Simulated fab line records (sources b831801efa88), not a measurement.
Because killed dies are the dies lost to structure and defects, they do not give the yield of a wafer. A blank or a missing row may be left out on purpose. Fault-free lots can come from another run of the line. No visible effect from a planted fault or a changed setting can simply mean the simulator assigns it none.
Which tool is to blame? ; flow gf180mcu ; 13 lots (39 wafers sampled), 1 step of a 602-step route

WHAT THE GAUGES SHOWED, per wafer
GF_V1_OVL_MEAS_15. Usual: V1_OVL gives -1 nm (standard deviation 6.4).
lot;measured;on;V1_OVL (nm);flag
L185;day 18 10:59;overlay-02;4 7 -3;
L186;day 18 21:46;overlay-01;3 -20 2;
L187;day 19 01:01;overlay-02;0 2 8;
L188;day 19 17:43;overlay-01;0 -10 -3;
L190;day 20 03:28;overlay-02;-8 7 5;
L191;day 21 01:50;overlay-01;7 0 -1;
L192;day 21 03:19;overlay-01;0 -1 2;
L198;day 23 12:14;overlay-01;-1 -9 -4;
L201;day 24 09:38;overlay-01;-2 0 -9;
L202;day 24 16:50;overlay-01;7 7 4;
L203;day 24 22:43;overlay-02;5 0 -2;
L205;day 25 14:03;overlay-01;-7 0 -6;
L206;day 25 23:34;overlay-01;-6 -10 -13;

WHAT TOOL EACH LOT RAN ON (gives the tool, then ch and the chambers of the sampled wafers, and finally the start)
Record: no process step prior to these readings.

AS READ BY THE TOOLS THEMSELVES (means over the sampled wafers that have a number; for cases with no such wafer, the mark the record gives instead)
The record holds no such reading with a usual standard deviation.

THE ANSWER, worked out from the rows above alone
Rule: take the mean of a lot's wafers that have a number; if it is more than 3 standard deviations from the usual mean, the lot is off. Also off: a lot with no number at a reading for which 4 or more lots have one. Where the step has rows for the other lots, those lots are counted as sound. The gauges are gone through in route order, then the tools' own readings, and for those a lot's mean is taken as printed above. The first step at which some lot is off is used, and at that step the reading that is off furthest; a lot without a number counts as furthest.
No lot is off on any of the readings shown, so nothing can be concluded from this.

WHAT WAS PUT IN BY THE SIMULATOR
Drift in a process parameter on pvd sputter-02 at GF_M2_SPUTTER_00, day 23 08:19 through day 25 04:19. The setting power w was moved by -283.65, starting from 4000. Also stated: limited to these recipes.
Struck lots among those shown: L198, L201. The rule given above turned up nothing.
